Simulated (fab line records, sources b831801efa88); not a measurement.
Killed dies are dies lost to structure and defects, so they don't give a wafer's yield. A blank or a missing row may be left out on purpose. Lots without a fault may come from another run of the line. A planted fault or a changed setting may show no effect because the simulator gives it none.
Which tool did it? | flow gf180mcu | 6 lots, 18 wafers sampled, at 3 steps of a route of 602

WHAT THE GAUGES READ, wafer by wafer
GF_V2_RS_MEAS_24: measures by four-point-probe.
lot  | measured     | on            | V2_W_RS (ohm/sq)
L755 | day 21 00:26 | film_metro-03 | 0.326 0.325 0.327
L757 | day 21 20:04 | film_metro-04 | 0.331 0.326 0.330
L761 | day 23 11:32 | film_metro-04 | 0.326 0.312 0.307
L763 | day 24 05:09 | film_metro-03 | 0.310 0.323 0.322
L772 | day 26 22:32 | film_metro-03 | 0.329 0.328 0.331
L776 | day 28 00:24 | film_metro-01 | 0.327 0.325 0.325

WHICH TOOL RAN EACH LOT (tool, then ch and the chambers of the sampled wafers, then the start)
lot  | GF_V2_ETCH_17                                 | GF_V2_CVD_23
L755 | rie_diel-03 ch 0,1,2, day 21 00:18 or earlier | cvd_w-01 ch 0,1, day 21 00:18
L757 | rie_diel-03 ch 0,1,2, day 21 19:56 or earlier | cvd_w-01 ch 0,1, day 21 19:56
L761 | rie_diel-02 ch 1,3, day 23 11:25 or earlier   | cvd_w-01 ch 0,1, day 23 11:25
L763 | rie_diel-02 ch 0,3, day 24 05:01 or earlier   | cvd_w-01 ch 0,1, day 24 05:01
L772 | rie_diel-01 ch 1,2, day 26 22:25 or earlier   | cvd_w-02 ch 0,1, day 26 22:25
L776 | rie_diel-02 ch 0,1,3, day 28 00:16 or earlier | cvd_w-02 ch 0,1, day 28 00:16
- GF_V2_ETCH_17: etches SiO2 in C4F8/O2/Ar, stops on TiN, target depth 630 nm.
- GF_V2_CVD_23: deposits W, target thk 350 nm, time 104.94 s.

THE ANSWER, worked out from the rows above alone
Rule: what is usual is taken from the lots themselves. Put in order of their means at a reading, lots are off if they are a third of the lots or fewer, leave a main group of 4 or more, and stand apart from it by a gap of 3 or more times the standard deviation of the main group's means; of several such gaps the widest counts. A main group whose means are all the same, to the digits that the tables above print for the reading, isn't used. A lot without any number at a reading at which 4 lots or more have one is off too. The other lots that the step has rows for count as sound.
Off: L761, L763, at GF_V2_RS_MEAS_24 (V2_W_RS). The main group: mean 0.328 ohm/sq, standard deviation 0.0017.
A tool fits if, at a process step before that reading, it ran every lot that is off, and no sound lot after the first of them. The gauges at GF_V2_RS_MEAS_24 are tried like those tools. GF_V2_ETCH_17 gives no start for some lots, so the hours and the order of its lots are those of GF_V2_CVD_23. One fits: cvd_w-01 at GF_V2_CVD_23. Its last sound lot is L757 (day 21 19:56), its first lot that is off L761 (day 23 11:25): a fault that began between those two fits.

WHAT THE SIMULATOR HAD PUT IN
Process parameter drift: cvd_w-01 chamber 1, from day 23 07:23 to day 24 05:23, at GF_V2_CVD_23. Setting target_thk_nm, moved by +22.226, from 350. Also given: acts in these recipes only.
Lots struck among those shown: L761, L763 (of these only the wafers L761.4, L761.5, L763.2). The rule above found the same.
